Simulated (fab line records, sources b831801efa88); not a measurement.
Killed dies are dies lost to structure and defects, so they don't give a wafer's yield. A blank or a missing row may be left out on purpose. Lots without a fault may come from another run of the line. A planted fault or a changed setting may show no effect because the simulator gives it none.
Chamber matching | flow gf180mcu | GF_STI_ETCH_14 on rie_si-01: 4 sister chambers
The step etches Si in HBr/Cl2/O2, target depth 360 nm, time 102.9 s. 16 wafers are shown with their chamber, then 8 later ones without.

WAFERS WITH THEIR CHAMBER
wafer  | chamber | drypump_motor_current_A (A) | mfc_cl2_sccm (sccm) | throttle_valve_pct (%)
L463.2 | 3       | 6.1                         | 40.04               | 25.655
L463.4 | 1       | 5.8                         | 40.15               | 25.658
L463.6 | 1       | 5.8                         | 40.13               | 25.653
L464.1 | 0       | 5.1                         | 39.85               | 25.639
L464.2 | 3       | 6.1                         | 40.09               | 25.679
L464.6 | 3       | 6.0                         | 40.09               | 25.673
L467.1 | 3       | 6.0                         | 40.19               | 25.660
L467.3 | 2       | 6.0                         | 39.57               | 25.655
L467.6 | 0       | 5.1                         | 40.05               | 25.669
L471.3 | 1       | 5.8                         | 39.95               | 25.666
L471.4 | 3       | 6.1                         | 40.08               | 25.638
L471.5 | 2       | 6.0                         | 39.86               | 25.662
L472.2 | 1       | 5.8                         | 40.06               | 25.676
L472.3 | 3       | 6.0                         | 40.10               | 25.669
L472.6 | 3       | 6.0                         | 40.15               | 25.680
L473.1 | 1       | 5.8                         | 40.00               | 25.656

SIGNATURES (means of the wafers above)
reading                 | chamber 0 | chamber 1 | chamber 2 | chamber 3 | scatter within a chamber
drypump_motor_current_A | 5.100     | 5.800     | 6.000     | 6.043     | 0.0378
mfc_cl2_sccm            | 39.9500   | 40.0580   | 39.7150   | 40.1057   | 0.0937
throttle_valve_pct      | 25.65400  | 25.66180  | 25.65850  | 25.66486  | 0.0135
Rule: a wafer's distance from a chamber is the root of the sum, over the readings, of the square of ((its reading less the chamber's mean) divided by the reading's scatter). The wafer belongs to the nearest chamber; if the next one is less than 2 further off, it can't be placed. The scatter: the root of (the sum of the squares of (reading less its chamber's mean) over the shown wafers, divided by (wafers less chambers)).

WAFERS WITHOUT THEIR CHAMBER
wafer  | drypump_motor_current_A (A) | mfc_cl2_sccm (sccm) | throttle_valve_pct (%)
L473.5 | 5.1                         | 40.01               | 25.654
L473.6 | 5.8                         | 40.17               | 25.647
L475.3 | 5.8                         | 39.92               | 25.679
L475.5 | 6.0                         | 39.99               | 25.658
L475.6 | 5.8                         | 39.95               | 25.678
L477.2 | 6.0                         | 40.01               | 25.653
L477.3 | 5.1                         | 40.21               | 25.641
L477.6 | 5.1                         | 39.97               | 25.641

WHICH CHAMBER EACH WENT THROUGH
wafer  | from the rows above     | in truth
L473.5 | 0                       | 0
L473.6 | 1                       | 1
L475.3 | 1                       | 1
L475.5 | can't be placed: 3 or 2 | 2
L475.6 | 1                       | 1
L477.2 | can't be placed: 3 or 2 | 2
L477.3 | 0                       | 0
L477.6 | 0                       | 0
Placed correctly: 6 of 8. Can't be placed from these rows: 2 (the true chamber is among the candidates in 2). Placed wrongly: 0.
